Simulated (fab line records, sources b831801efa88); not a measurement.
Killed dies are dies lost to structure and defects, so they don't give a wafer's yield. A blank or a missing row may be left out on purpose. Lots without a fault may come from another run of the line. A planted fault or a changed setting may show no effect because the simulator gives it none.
fab line records | flow gf180mcu
record lots=13 wafers=39 last_day=34
route steps=602 shown SALICIDE@282 CONTACT@310 M1@320
lots that met no fault: from a run of the same line without faults
start_h: hours from the record's first day to the start of the lot's first wafer shown | wait_h: hours since the lot's step before | " the same as in the row above | L1.1+2: a row that stands for several wafers | - no value, or no start given | * or withheld: withheld | < > ~ a bound
route shown NAME@n: a module of which the file shows steps, and the number in the route of the first | usual: mean/standard deviation of fault-free wafers | same: alike in all rows | chamber/n: place in a boat | sites: the reading at each site | _std_site: their standard deviation | _edge_site: outer sites' mean less inner sites' | radius_mm: how far each site lies from the wafer's centre | mask NAME#n: copy n | behind: the tool/chamber that last shaped the wafer | hold: why the lot was held/for how many hours/how that ended | device: the transistor (n, p or np) that didn't switch | end of line: the same wafers' tests at the end of the route | a step without rows: its recipe alone | killed: dies lost to structure and defects at the first sort, not the wafer's yield | map: a wafer's dies, x killed, . not, _ none there
set.NAME: the setting as run; set.NAME@STEP: as run at that earlier step | model.NAME: the simulator's own value behind a step, which no gauge read
steps of the route over a sample of lots; a table a step, a row a wafer
services: from which hour (start_h, from the record's first day; less than 0 if before it) a tool's chamber was out of use, for how many hours, and why
## steps
# step GF_SALICIDE_RS_MEAS_04
# recipe thk_meas_gauge=four-point-probe reads=TiN_of_SALICIDE_SPUTTER_03+Co_of_SALICIDE_SPUTTER_02
# usual SALICIDE_TIN_RS=16.38/0.28
# columns lot.wafer tool chamber start_h wait_h SALICIDE_TIN_RS[ohm/sq]
L147.2 film_metro-04 - 332.24 0.0 16.75
L147.4 " - " " 16.95
L147.6 " - " " 16.68
L149.3 film_metro-04 - 358.97 0.1 16.49
L149.5 " - " " 16.32
L149.6 " - " " 16.41
L151.2 film_metro-04 - 376.19 0.0 16.70
L151.5 " - " " 16.77
L151.6 " - " " 16.68
L152.3 film_metro-02 - 387.88 0.1 16.39
L152.4 " - " " 16.22
L152.5 " - " " 16.44
L154.1 film_metro-03 - 410.15 0.0 16.63
L154.2 " - " " 16.55
L154.5 " - " " 16.67
L157.1 film_metro-03 - 424.02 0.0 16.83
L157.4 " - " " 16.52
L157.5 " - " " 16.79
L158.1 film_metro-04 - 434.05 0.0 16.09
L158.2 " - " " 16.09
L158.4 " - " " 16.66
L160.3 film_metro-02 - 454.41 0.1 16.28
L160.4 " - " " 15.95
L160.5 " - " " 16.10
L161.1 film_metro-04 - 460.68 0.0 15.96
L161.3 " - " " 16.30
L161.6 " - " " 15.95
L162.1 film_metro-04 - 470.76 0.0 16.07
L162.3 " - " " 15.94
L162.5 " - " " 16.05
L163.3 film_metro-04 - 481.85 0.1 16.32
L163.5 " - " " 16.01
L163.6 " - " " 16.59
L169.1 film_metro-03 - 526.34 0.0 16.02
L169.4 " - " " 16.24
L169.5 " - " " 16.33
L170.2 film_metro-02 - 529.37 0.0 16.49
L170.3 " - " " 16.54
L170.4 " - " " 16.36
# step GF_CONTACT_SPUTTER_23
# recipe material=TiN target_thk_nm=10 chamber_pressure_pa=5 power_w=4000 time_s=40
# usual throttle_valve_pct=29.4/0.84
# columns lot.wafer tool chamber start_h wait_h throttle_valve_pct
L147.2 pvd_sputter-02 - 354.93 0.0 30.0
L147.4 " - " " 28.5
L147.6 " - " " 29.7
L149.3 pvd_sputter-04 - 383.28 0.0 29.7
L149.5 " - " " 29.6
L149.6 " - " " 28.7
L151.2 pvd_sputter-04 - 400.77 0.0 28.8
L151.5 " - " " 28.7
L151.6 " - " " 29.7
L152.3 pvd_sputter-02 - 412.47 0.0 30.9
L152.4 " - " " 28.6
L152.5 " - " " 30.5
L154.1 pvd_sputter-04 - 435.53 0.0 29.3
L154.2 " - " " 29.8
L154.5 " - " " 29.4
L157.1 pvd_sputter-02 - 451.08 0.0 29.0
L157.4 " - " " 28.6
L157.5 " - " " 29.1
L158.1 pvd_sputter-01 - 460.23 0.0 28.9
L158.2 " - " " 30.2
L158.4 " - " " 29.1
L160.3 pvd_sputter-02 - 480.64 0.0 29.8
L160.4 " - " " 28.6
L160.5 " - " " 30.6
L161.1 pvd_sputter-02 - 486.34 0.0 30.9
L161.3 " - " " 28.5
L161.6 " - " " 30.8
L162.1 pvd_sputter-04 - 495.92 0.0 29.8
L162.3 " - " " 29.7
L162.5 " - " " 29.3
L163.3 pvd_sputter-02 - 507.17 0.0 30.7
L163.5 " - " " 29.0
L163.6 " - " " 30.6
L169.1 pvd_sputter-02 - 551.80 0.0 29.1
L169.4 " - " " 29.7
L169.5 " - " " 29.8
L170.2 pvd_sputter-01 - 554.11 0.0 29.4
L170.3 " - " " 30.2
L170.4 " - " " 28.8
# step GF_CONTACT_CVD_24
# recipe material=W target_thk_nm=300 time_s=90.339 temp_c=400 pressure_torr=40
# usual heater_power_w=799/100
# columns lot.wafer tool chamber start_h wait_h heater_power_w
L147.2 cvd_w-02 0 354.97 0.0 869
L147.4 " 1 " " 774
L147.6 " 1 " " 794
L149.3 cvd_w-01 0 383.35 0.1 944
L149.5 " 0 " " 935
L149.6 " 1 " " 663
L151.2 cvd_w-01 0 400.80 0.0 942
L151.5 " 0 " " 950
L151.6 " 1 " " 648
L152.3 cvd_w-02 0 412.57 0.1 827
L152.4 " 0 " " 813
L152.5 " 0 " " 805
L154.1 cvd_w-01 0 435.57 0.0 925
L154.2 " 1 " " 660
L154.5 " 0 " " 955
L157.1 cvd_w-02 0 451.12 0.0 808
L157.4 " 1 " " 754
L157.5 " 0 " " 810
L158.1 cvd_w-01 0 460.27 0.0 921
L158.2 " 1 " " 641
L158.4 " 1 " " 660
L160.3 cvd_w-01 1 480.71 0.1 663
L160.4 " 0 " " 935
L160.5 " 0 " " 964
L161.1 cvd_w-01 0 486.38 0.0 914
L161.3 " 0 " " 952
L161.6 " 0 " " 952
L162.1 cvd_w-01 0 495.96 0.0 952
L162.3 " 0 " " 942
L162.5 " 0 " " 925
L163.3 cvd_w-02 1 507.24 0.1 758
L163.5 " 1 " " 774
L163.6 " 0 " " 821
L169.1 cvd_w-02 1 551.84 0.0 756
L169.4 " 0 " " 815
L169.5 " 1 " " 771
L170.2 cvd_w-02 1 554.15 0.0 775
L170.3 " 0 " " 808
L170.4 " 1 " " 769
# step GF_CONTACT_RS_MEAS_25
# recipe thk_meas_gauge=four-point-probe reads=W_of_CONTACT_CVD_24+TiN_of_CONTACT_SPUTTER_23+Ti_of_CONTACT_SPUTTER_22
# usual CONTACT_W_RS=0.384/0.0037
# columns lot.wafer tool chamber start_h wait_h CONTACT_W_RS[ohm/sq]
L147.2 film_metro-03 - 355.09 0.1 0.384
L147.4 " - " " 0.380
L147.6 " - " " 0.385
L149.3 film_metro-03 - 383.46 0.1 0.387
L149.5 " - " " 0.387
L149.6 " - " " 0.383
L151.2 film_metro-02 - 400.92 0.1 0.384
L151.5 " - " " 0.382
L151.6 " - " " 0.384
L152.3 film_metro-01 - 412.74 0.1 0.388
L152.4 " - " " 0.383
L152.5 " - " " 0.382
L154.1 film_metro-02 - 435.67 0.1 0.390
L154.2 " - " " 0.387
L154.5 " - " " 0.389
L157.1 film_metro-01 - 451.22 0.1 0.380
L157.4 " - " " 0.379
L157.5 " - " " 0.376
L158.1 film_metro-01 - 460.37 0.1 0.388
L158.2 " - " " 0.388
L158.4 " - " " 0.388
L160.3 film_metro-02 - 480.82 0.1 0.355
L160.4 " - " " 0.358
L160.5 " - " " 0.355
L161.1 film_metro-02 - 486.48 0.1 0.354
L161.3 " - " " 0.358
L161.6 " - " " 0.354
L162.1 film_metro-02 - 496.07 0.1 0.350
L162.3 " - " " 0.352
L162.5 " - " " 0.351
L163.3 film_metro-03 - 507.35 0.1 0.382
L163.5 " - " " 0.382
L163.6 " - " " 0.380
L169.1 film_metro-02 - 551.94 0.1 0.378
L169.4 " - " " 0.376
L169.5 " - " " 0.382
L170.2 film_metro-03 - 554.27 0.1 0.382
L170.3 " - " " 0.390
L170.4 " - " " 0.382
# step GF_CONTACT_THK_MEAS_26
# recipe thk_meas_gauge=xrf reads=W_of_CONTACT_CVD_24
# usual CONTACT_W_THK=307/4.3
# columns lot.wafer tool chamber start_h wait_h CONTACT_W_THK[nm]
L147.2 film_metro-03 - 355.20 0.1 307
L147.4 " - " " 313
L147.6 " - " " 307
L149.3 film_metro-03 - 383.56 0.1 303
L149.5 " - " " 305
L149.6 " - " " 310
L151.2 film_metro-02 - 401.03 0.1 308
L151.5 " - " " 308
L151.6 " - " " 307
L152.3 film_metro-01 - 412.84 0.1 302
L152.4 " - " " 305
L152.5 " - " " 307
L154.1 film_metro-02 - 435.79 0.1 304
L154.2 " - " " 306
L154.5 " - " " 305
L157.1 film_metro-01 - 451.34 0.1 309
L157.4 " - " " 310
L157.5 " - " " 312
L158.1 film_metro-01 - 460.49 0.1 301
L158.2 " - " " 298
L158.4 " - " " 299
L160.3 film_metro-02 - 480.92 0.1 335
L160.4 " - " " 331
L160.5 " - " " 333
L161.1 film_metro-02 - 486.60 0.1 333
L161.3 " - " " 331
L161.6 " - " " 335
L162.1 film_metro-02 - 496.19 0.1 337
L162.3 " - " " 335
L162.5 " - " " 338
L163.3 film_metro-03 - 507.45 0.1 309
L163.5 " - " " 312
L163.6 " - " " 312
L169.1 film_metro-02 - 552.06 0.1 312
L169.4 " - " " 314
L169.5 " - " " 309
L170.2 film_metro-03 - 554.38 0.1 312
L170.3 " - " " 306
L170.4 " - " " 312
# step GF_M1_RS_MEAS_05
# recipe thk_meas_gauge=four-point-probe reads=TiN_of_M1_SPUTTER_04+Ti_of_M1_SPUTTER_03+AlCu_of_M1_SPUTTER_02+TiN_of_M1_SPUTTER_01+Ti_of_M1_SPUTTER_00
# usual M1_ALCU_RS=0.0692/0.00074
# columns lot.wafer tool chamber start_h wait_h M1_ALCU_RS[ohm/sq]
L147.2 film_metro-04 - 355.79 0.0 0.0696
L147.4 " - " " 0.0688
L147.6 " - " " 0.0680
L149.3 film_metro-01 - 384.16 0.1 0.0689
L149.5 " - " " 0.0680
L149.6 " - " " 0.0684
L151.2 film_metro-04 - 401.63 0.0 0.0696
L151.5 " - " " 0.0683
L151.6 " - " " 0.0697
L152.3 film_metro-01 - 413.45 0.1 0.0705
L152.4 " - " " 0.0699
L152.5 " - " " 0.0695
L154.1 film_metro-01 - 436.49 0.0 0.0687
L154.2 " - " " 0.0686
L154.5 " - " " 0.0688
L157.1 film_metro-04 - 451.92 0.0 0.0684
L157.4 " - " " 0.0689
L157.5 " - " " 0.0682
L158.1 film_metro-01 - 461.07 0.0 0.0701
L158.2 " - " " 0.0706
L158.4 " - " " 0.0691
L160.3 film_metro-04 - 481.52 0.1 0.0692
L160.4 " - " " 0.0697
L160.5 " - " " 0.0697
L161.1 film_metro-04 - 487.18 0.0 0.0690
L161.3 " - " " 0.0686
L161.6 " - " " 0.0686
L162.1 film_metro-03 - 496.77 0.0 0.0695
L162.3 " - " " 0.0691
L162.5 " - " " 0.0701
L163.3 film_metro-04 - 508.05 0.1 0.0684
L163.5 " - " " 0.0688
L163.6 " - " " 0.0678
L169.1 film_metro-03 - 552.64 0.0 0.0695
L169.4 " - " " 0.0681
L169.5 " - " " 0.0693
L170.2 film_metro-03 - 554.97 0.0 0.0691
L170.3 " - " " 0.0696
L170.4 " - " " 0.0686
## services
# columns tool chamber start_h hours kind
pvd_sputter-01 - 338.51 1.3 repair
pvd_sputter-02 - 348.96 3.9 repair
cvd_w-02 1 384.96 33.6 repair
cvd_w-02 - 390.00 14.0 pm
cvd_w-02 0 390.00 14.0 vent_cycle
cvd_w-02 1 390.00 28.6 vent_cycle
pvd_sputter-02 - 393.99 6.8 repair
cvd_w-02 0 404.00 - clean
cvd_w-02 1 404.00 - clean
pvd_sputter-01 0 411.78 - consumable_replace:kit
pvd_sputter-01 0 411.78 18.0 scheduled_down
pvd_sputter-01 0 411.78 18.0 vent_cycle
cvd_w-01 - 420.14 0.7 repair
pvd_sputter-01 - 497.76 3.2 repair
pvd_sputter-02 - 508.32 3.8 repair
pvd_sputter-01 - 514.59 2.9 repair
cvd_w-01 1 538.32 1.2 repair
pvd_sputter-01 - 539.82 2.8 repair
pvd_sputter-04 - 542.78 23.0 repair
## key
first_sign step=GF_CONTACT_RS_MEAS_25 reading=CONTACT_W_RS direction=down sigmas=8.1 usual=0.384 struck=0.354
effect step=GF_CONTACT_THK_MEAS_26 reading=CONTACT_W_THK direction=up sigmas=6.4 usual=307 struck=334
met_at GF_CONTACT_CVD_24
struck_lots L160,L161,L162
tester_left_out L160,L161,L162
not_acting_at GF_SALICIDE_RS_MEAS_04,GF_CONTACT_SPUTTER_23,GF_M1_RS_MEAS_05
onset_between 460.27 480.71
fault kind=process_parameter_drift tool=cvd_w-01 chamber=- onset_h=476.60 steps=GF_CONTACT_CVD_24 channel=target_thk_nm offset=26.034 shape=step end_h=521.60 acts_in=these_recipes_only stated=300
# tester_left_out: of these lots the tester's yield and bins aren't shown, on N5 and GAA mostly nor the transistor test; their killed dies are dies lost to structure and defects alone, not to doping, threshold or leakage, so they don't give the yield
